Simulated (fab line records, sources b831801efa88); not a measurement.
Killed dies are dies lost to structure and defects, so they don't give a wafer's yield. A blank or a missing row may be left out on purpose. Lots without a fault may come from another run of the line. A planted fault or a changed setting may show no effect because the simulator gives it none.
Chamber matching | flow sky130 | SKY_VIA2_CMP_02 on cmp-01: 4 sister chambers
The step polishes SiO2. 8 wafers are shown with their chamber, then 7 later ones without.

WAFERS WITH THEIR CHAMBER
wafer  | chamber | motor_current_A (A)
L656.6 | 1       | 13.0
L658.1 | 0       | 13.3
L658.6 | 3       | 12.1
L659.3 | 2       | 8.8
L659.4 | 1       | 13.0
L659.5 | 3       | 11.4
L662.3 | 0       | 13.0
L662.4 | 2       | 8.9

WAFERS WITHOUT THEIR CHAMBER
wafer  | motor_current_A (A)
L662.5 | 13.1
L663.2 | 12.8
L663.3 | 13.3
L663.4 | 8.9
L665.3 | 13.0
L665.4 | 11.6
L665.6 | 8.5

WHICH CHAMBER EACH WENT THROUGH
wafer  | from the rows above     | in truth
L662.5 | can't be placed: 0 or 1 | 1
L663.2 | can't be placed: 1 or 0 | 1
L663.3 | can't be placed: 0 or 1 | 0
L663.4 | 2                       | 2
L665.3 | can't be placed: 1 or 0 | 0
L665.4 | 3                       | 3
L665.6 | 2                       | 2
Placed correctly: 3 of 7. Can't be placed from these rows: 4 (the true chamber is among the candidates in 4). Placed wrongly: 0.
How it was worked out, from the rows above alone: a wafer's distance from a chamber is the root of the sum, over the readings, of the square of ((its reading less the chamber's mean) divided by the reading's scatter). The wafer belongs to the nearest chamber; if the next one is less than 2 further off, it can't be placed. A chamber's mean is the mean of its shown wafers. The scatter: the root of (the sum of the squares of (reading less its chamber's mean) over the shown wafers, divided by (wafers less chambers)).
